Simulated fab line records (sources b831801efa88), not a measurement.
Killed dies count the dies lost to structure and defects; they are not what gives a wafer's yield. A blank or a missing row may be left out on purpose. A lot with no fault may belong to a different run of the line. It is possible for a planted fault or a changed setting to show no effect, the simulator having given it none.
Chamber matching ; flow gf180mcu ; pecvd-02 running GF_CONTACT_CVD_02: 3 sister chambers
The step deposits SiO2 from TEOS, target thk 860 nm, time 95.992 s. 3 wafers are shown with their chamber, then 7 later ones without.

WAFERS PAIRED WITH THEIR CHAMBERS
wafer;chamber;heater power w (W)
L238.5;0;607
L249.5;2;495
L251.4;1;516

WAFERS MISSING THEIR CHAMBER
wafer;heater power w (W)
L251.6;581
L254.1;654
L254.2;457
L254.3;633
L261.4;508
L261.5;605
L261.6;610

WHICH CHAMBER EACH ONE RAN IN
wafer;from the rows above;in truth
L251.6;can't be placed: 0 or 1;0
L254.1;0;0
L254.2;can't be placed: 2 or 1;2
L254.3;0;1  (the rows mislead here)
L261.4;can't be placed: 1 or 2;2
L261.5;0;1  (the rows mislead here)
L261.6;0;0
2 of 7 placed correctly. Not placeable from these rows: 3 (in 3, the candidates include the true chamber). Number placed wrongly: 2.
How it was worked out, from the rows above alone: a wafer's distance from a chamber is the root of the sum, over the readings, of the square of ((its reading less the chamber's mean) divided by the reading's scatter). If the next closest chamber is less than 2 further off than the closest, the wafer can't be placed; otherwise it belongs to the closest. The mean given for a chamber averages the wafers shown for that chamber. The scatter: with one shown wafer a chamber, the root of the mean of the squares of how far each hidden wafer lies from its nearest shown one.
